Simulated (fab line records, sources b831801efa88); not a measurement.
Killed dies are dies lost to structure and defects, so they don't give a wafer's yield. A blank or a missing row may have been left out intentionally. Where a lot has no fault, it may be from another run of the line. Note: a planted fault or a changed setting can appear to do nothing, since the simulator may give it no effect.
Which tool was responsible? ; flow sky130 ; 33 wafers from 11 lots sampled at 5 of the route's 708 steps

== WHAT EACH GAUGE READ, for each wafer ==
SKY_FIELD_ISO_THK_MEAS_23.
lot;measured;on;FIELD_ISO_OXIDATION_01_THK (nm)
L680;day 2 09:18;film_metro-02;9.86 10.01 10.04
L681;day 2 12:10;film_metro-01;9.97 9.77 9.85
L683;day 2 22:44;film_metro-03;10.18 10.12 10.08
L685;day 3 12:22;film_metro-01;10.02 10.03 10.16
L687;day 3 20:35;film_metro-02;10.02 9.85 9.99
L690;day 4 10:05;film_metro-01;10.29 10.17 10.19
L696;day 6 00:20;film_metro-03;9.98 9.94 9.97
L697;day 6 04:38;film_metro-03;10.06 9.97 9.96
L698;day 6 10:41;film_metro-01;9.87 9.79 9.57
L701;day 7 10:53;film_metro-02;10.09 10.18 10.12
L702;day 7 14:15;film_metro-03;9.64 9.64 9.64

SKY_VT_ADJUST_HVTR_TW_MEAS_11.
lot;measured;on;VT_ADJUST_HVTR_TW
L680;day 9 11:05;film_metro-01;208.6 209.5 210.0
L681;day 9 19:46;film_metro-04;211.9 213.0 211.8
L683;day 10 09:23;film_metro-03;209.7 211.0 210.8
L685;day 11 00:22;film_metro-03;179.0 179.2 179.1
L687;day 11 15:26;film_metro-01;179.8 178.8 179.0
L690;day 12 04:40;film_metro-03;179.3 178.1 178.7
L696;day 14 14:40;film_metro-03;210.8 209.9 210.4
L697;day 14 22:02;film_metro-01;208.7 210.2 209.3
L698;day 15 08:02;film_metro-01;209.6 211.5 210.3
L701;day 16 14:11;film_metro-04;212.6 212.9 212.5
L702;day 16 23:23;film_metro-03;211.5 211.8 212.1

== TOOL THAT RAN EACH LOT (tool first, then ch and the chambers of the sampled wafers, then the start) ==
lot;SKY_DNWELL_STRIP_08;SKY_VT_ADJUST_LVTN_STRIP_20;SKY_VT_ADJUST_HVTR_IMPLANT_09
L680;plasma_asher-04 ch 0,1, day 3 05:43;plasma_asher-04 ch 0,1, day 7 16:29;implanter-03 ch 0, day 9 10:53
L681;plasma_asher-03 ch 0,1, day 3 10:54;plasma_asher-01 ch 0,1, day 8 00:20;implanter-04 ch 0, day 9 19:34
L683;plasma_asher-04 ch 0,1, day 3 22:23;plasma_asher-03 ch 0,1, day 8 14:07;implanter-03 ch 0, day 10 09:08
L685;plasma_asher-01 ch 0,1, day 4 09:23;plasma_asher-01 ch 0,1, day 9 04:34;implanter-03 ch 0, day 11 00:08
L687;plasma_asher-04 ch 0,1, day 4 19:34;plasma_asher-04 ch 0,1, day 9 17:13;implanter-03 ch 0, day 11 15:11
L690;plasma_asher-01 ch 0,1, day 5 06:49;plasma_asher-04 ch 0,1, day 10 07:07;implanter-03 ch 0, day 12 04:25
L696;plasma_asher-04 ch 0,1, day 7 01:02;plasma_asher-03 ch 0,1, day 12 12:28;implanter-01 ch 0, day 14 14:25
L697;plasma_asher-04 ch 0,1, day 7 06:19;plasma_asher-01 ch 0,1, day 12 19:46;implanter-03 ch 0, day 14 21:47
L698;plasma_asher-04 ch 0,1, day 7 12:58;plasma_asher-04 ch 0,1, day 13 03:10;implanter-04 ch 0, day 15 07:47
L701;plasma_asher-03 ch 0, day 8 12:59;plasma_asher-03 ch 0,1, day 14 08:10;implanter-04 ch 0, day 16 13:56
L702;plasma_asher-01 ch 0,1, day 8 19:04;plasma_asher-04 ch 0,1, day 14 16:41;implanter-03 ch 0, day 16 23:10
- SKY_DNWELL_STRIP_08: strips in O2/N2.
- SKY_VT_ADJUST_LVTN_STRIP_20: strips in O2/N2.
- SKY_VT_ADJUST_HVTR_IMPLANT_09

== WHAT THE TOOLS THEMSELVES READ (means of the sampled wafers that have a number; where no wafer has one, the mark that the record gives instead) ==
SKY_DNWELL_STRIP_08.
lot;tool;drypump_motor_current_A (A);n2_flow_sccm (sccm);oes_product_au (a.u.);strip_time_to_endpoint_s (s)
L680;plasma_asher-04;5.5;298.7;0.718;36.89
L681;plasma_asher-03;6.1;299.8;0.722;37.00
L683;plasma_asher-04;5.5;300.1;0.723;36.95
L685;plasma_asher-01;5.8;300.0;0.719;37.06
L687;plasma_asher-04;5.4;298.8;0.716;36.82
L690;plasma_asher-01;6.1;299.9;0.724;37.02
L696;plasma_asher-04;5.8;299.9;0.721;36.93
L697;plasma_asher-04;5.4;299.1;0.723;37.05
L698;plasma_asher-04;5.8;300.1;0.724;36.99
L701;plasma_asher-03;5.5;300.8;0.727;37.20
L702;plasma_asher-01;5.8;298.6;0.725;37.05

SKY_VT_ADJUST_LVTN_STRIP_20.
lot;tool;drypump_motor_current_A (A);n2_flow_sccm (sccm);oes_product_au (a.u.);strip_time_to_endpoint_s (s)
L680;plasma_asher-04;5.8;299.8;0.712;14.18
L681;plasma_asher-01;5.8;300.4;0.717;14.23
L683;plasma_asher-03;6.2;300.5;0.713;14.25
L685;plasma_asher-01;5.8;300.4;0.716;14.18
L687;plasma_asher-04;5.8;299.0;0.715;14.12
L690;plasma_asher-04;5.5;299.8;0.713;14.23
L696;plasma_asher-03;5.8;299.7;0.719;14.18
L697;plasma_asher-01;5.8;300.7;0.714;14.17
L698;plasma_asher-04;5.5;299.0;0.713;14.21
L701;plasma_asher-03;5.8;300.3;0.718;14.19
L702;plasma_asher-04;5.8;301.5;0.717;14.23

SKY_VT_ADJUST_HVTR_IMPLANT_09.
lot;tool;dose_ions_cm2;faraday_current_uA
L680;implanter-03;2.1013e+12;11.95
L681;implanter-04;2.0989e+12;11.54
L683;implanter-03;2.1002e+12;11.98
L685;implanter-03;1.1670e+12;6.65
L687;implanter-03;1.1654e+12;6.52
L690;implanter-03;1.1620e+12;6.55
L696;implanter-01;2.0962e+12;11.60
L697;implanter-03;2.1006e+12;11.78
L698;implanter-04;2.0995e+12;11.85
L701;implanter-04;2.0977e+12;11.92
L702;implanter-03;2.1030e+12;11.46

== THE ANSWER, worked out from the rows above alone ==
Rule: usual is defined by the lots themselves. The widest of any qualifying gaps counts: lots, ordered by their means at a reading, are off when they make up no more than a third of the lots, leave a main group of 4 or more, and stand apart from it by 3 or more times the standard deviation of that group's means. If all means in a main group match to the digits the tables above print for the reading, that group is not used. A lot without any number at a reading at which 4 lots or more have one is off too. The other lots that the step has rows for count as sound. Order of review: gauges by route order, followed by the tools' own readings, for which a lot's mean as printed above is used. The first step at which some lot is off is used, and at that step the reading that is off furthest; a lot without a number counts as furthest.
Off: L685, L687, L690, at SKY_VT_ADJUST_HVTR_TW_MEAS_11 (VT_ADJUST_HVTR_TW). Mean 210.8 and standard deviation 1.2 in the main group.
A tool fits if, at a process step before that reading, it ran every lot that is off, and no sound lot after the first of them. Not tried: the gauges at SKY_VT_ADJUST_HVTR_TW_MEAS_11; whatever is off there is also off at SKY_VT_ADJUST_HVTR_IMPLANT_09, on other tools, and gauge error can't account for it. No candidate that was tried fits.

== WHAT THE SIMULATOR PUT IN ==
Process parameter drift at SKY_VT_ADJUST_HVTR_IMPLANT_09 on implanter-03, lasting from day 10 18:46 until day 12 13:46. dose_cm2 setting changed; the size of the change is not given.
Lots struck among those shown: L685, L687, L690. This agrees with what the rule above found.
